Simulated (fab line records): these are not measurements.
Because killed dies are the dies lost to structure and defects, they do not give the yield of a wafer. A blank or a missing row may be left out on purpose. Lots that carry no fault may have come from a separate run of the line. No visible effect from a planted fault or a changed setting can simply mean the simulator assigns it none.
One fault through the eyes of 2 desks | flow sky130 | every desk sees just its own numbers, and what lay behind them comes last

== THE METROLOGY DESK ==
Lot by lot, what the gauges showed, no matter which tool ran the lot: averages of those sampled wafers that carry a number. A lot is out of limits, marked OUT, if its mean lies more than 4 standard deviations from the usual mean; the brackets give that distance.
Columns: A = LDD_HVP_OVL at SKY_LDD_HVP_OVL_MEAS_07, usual 0.5 nm; B = SD_N_RS at SKY_SD_N_RS_MEAS_16, usual 68.86 ohm/sq; C = LOCAL_INTERCONNECT_TIN_THK at SKY_LOCAL_INTERCONNECT_THK_MEAS_02, usual 98.3 nm
lot  | first seen here | A    | B                | C
L621 | day 21 15:47    | 1.1  | 68.86            | 97.4
L625 | day 23 12:11    | -2.0 | 68.91            | 96.6
L627 | day 24 01:41    | -1.2 | 68.91            | 98.7
L629 | day 25 14:14    | -0.5 | 70.10 (+8.2) OUT | 98.2
L630 | day 25 14:47    | -0.5 | 68.84            | 97.1
L631 | day 25 15:05    | 1.1  | 70.00 (+7.6) OUT | 99.4
L634 | day 27 01:38    | 0.0  | 68.77            | 98.5
L638 | day 27 19:32    | 0.9  | 68.68            | 98.2
L640 | day 28 11:12    | -0.4 | 69.00            | 99.8
L641 | day 28 18:15    | 0.6  | 69.16            | 99.3
L642 | day 29 06:11    | -0.5 | 69.02            | 97.2
L644 | day 29 15:08    | 0.2  | 68.90            | 97.2
This desk's finding: out of limits on L629, L631; first on L629, day 31 16:47 (SD_N_RS at SKY_SD_N_RS_MEAS_16). L621, L625, L627, L630, L634, L638, L640, L641, L642, L644: within limits.

== AT THE TOOL OWNER'S DESK: implanter-01 ==
For each lot that ran on this tool, the mean over its sampled wafers that have a number, from the tool's own readings at SKY_SD_N_IMPLANT_10. A lot is out of limits, marked OUT, if its mean lies more than 4 standard deviations from the usual mean; the brackets give that distance.
Columns: A = doseIonsCm2 at SKY_SD_N_IMPLANT_10, usual 1.0002e+14; B = faradayCurrentUA at SKY_SD_N_IMPLANT_10, usual 519
lot  | first seen here | A                            | B
L627 | day 30 05:40    | 9.9853e+13                   | 507
L629 | day 31 16:14    | 4.5187e+13 (-99 or more) OUT | 253 (-12) OUT
L631 | day 31 17:20    | 4.5087e+13 (-99 or more) OUT | 255 (-11) OUT
L640 | day 34 09:12    | 9.9960e+13                   | 506
L641 | day 34 15:29    | 9.9913e+13                   | 506
L642 | day 35 02:39    | 9.9847e+13                   | 500
This desk's finding: out of limits on L629, L631; first on L629, day 31 16:14 (doseIonsCm2 at SKY_SD_N_IMPLANT_10). L627, L640, L641, L642: within limits.

== ALL TOGETHER ==
The tool owner's desk had the chance to raise an alarm at day 31 16:14 on L629, L631.
Metrology desk: alarm possible at day 31 16:47 on L629, L631.
All the named lots went through SKY_SD_N_IMPLANT_10 on implanter-01.

== WHAT HAD BEEN PUT IN BY THE SIMULATOR ==
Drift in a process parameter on implanter-01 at SKY_SD_N_IMPLANT_10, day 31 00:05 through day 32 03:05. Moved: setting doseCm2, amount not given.
Lots struck among those shown: L629, L631.
Time in hours from fault onset to the first out-of-limits reading at each desk: tool owner's desk 16, metrology desk 17.
